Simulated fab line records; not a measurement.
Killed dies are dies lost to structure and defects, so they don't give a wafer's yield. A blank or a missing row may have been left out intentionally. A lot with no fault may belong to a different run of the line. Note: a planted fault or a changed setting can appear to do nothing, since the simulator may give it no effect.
A lot that was struck, set against a sound lot ; flow gf180mcu ; 17 steps out of a route of 602
Sound: the wafers L341.1, L341.5, L341.6. Wafers L339.2, L339.3, L339.4 were the ones struck. At the end, the cause is stated.
Order at every step that has rows: each side's tool, ch and its chambers, its first start. Under that, the readings that differ: sound wafers ; struck wafers ; difference of the means ; sigmas: that difference in standard deviations of wafers without a fault.
alike: readings whose means differ by less than 2 such deviations, and words and numbers that are the same on both sides. not compared: withheld readings, readings that some wafer has no value for, bounds like >300 that may hide the same value, and numbers for which the record gives no deviation and whose values overlap.
The two part at a step that has a row with sigmas, a row that says differs or no value, or rows on one side only. Numbers that don't overlap but have no deviation are shown without sigmas and don't part them. A reading that every wafer of one side lacks parts them only if that side has two wafers or more.

GF_HV_LDD_TW_MEAS_23:
  sound on film_metro-04 at day 13 06:05; struck on film_metro-03 at day 12 18:02
  alike: HV_LDD_2_TW
then, 7 steps without rows for these wafers: GF_HV_LDD_DEHYDRATE_24 (time 60 s); GF_HV_LDD_HMDS_25 (prime time 60 s); GF_HV_LDD_COAT_26 (resist thk 1000 nm); GF_HV_LDD_SOFTBAKE_27 (time 60 s); GF_HV_LDD_EXPOSE_28 (exposes mask Nplus HV AREA, target cd 400 nm); GF_HV_LDD_PEB_29; GF_HV_LDD_DEVELOP_30 (develop time 60 s).
GF_HV_LDD_CD_MEAS_31 targets a cd of 400 nm.
  sound on cd_sem-01 at day 14 01:28; struck on cd_sem-01 at day 13 13:50
  alike: cd_nm
GF_HV_LDD_OVL_MEAS_32:
  sound on overlay-02 at day 14 01:35; struck on overlay-02 at day 13 13:57
  alike: HV_LDD_02_OVL
then, 2 steps without rows for these wafers: GF_HV_LDD_IMPLANT_33; GF_HV_LDD_IMPLANT_34.
GF_HV_LDD_IMPLANT_35:
  struck on implanter-03, day 13 14:18; sound on implanter-01 ch 0, day 14 01:55
  no value came back on the struck wafers for beam_energy_keV, beam_on_s (s); on the sound wafers beam_energy_keV reads 60.032 60.020 60.002
next, for these wafers, 1 step has no rows: GF_HV_LDD_IMPLANT_36.
GF_HV_LDD_STRIP_37: strips in O2/N2.
  sound on plasma_asher-02 ch 0,1, day 14 02:13; struck on plasma_asher-01 ch 0,1, day 13 14:35
  alike: drypump_motor_current_A, heater_power_w, oes_product_au, strip_time_to_endpoint_s
  not compared: rf_hours_counter_h
GF_HV_LDD_TW_MEAS_38:
  sound on film_metro-03 at day 14 02:19; struck on film_metro-01 at day 13 14:41
reading;sound;struck;difference;sigmas
HV_LDD_3_TW;1451 1450 1449;1330 1327 1337;-119;-12
then, 1 step without rows for these wafers: GF_HV_LDD_DEHYDRATE_39 (time 60 s).

WHERE THEY PART
Last at GF_HV_LDD_TW_MEAS_38 as far as this record goes, first at GF_HV_LDD_IMPLANT_35.

WHY: what had been put in by the simulator
Skipped step whole: implanter-03, from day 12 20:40 on, at GF_HV_LDD_IMPLANT_35. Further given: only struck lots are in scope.
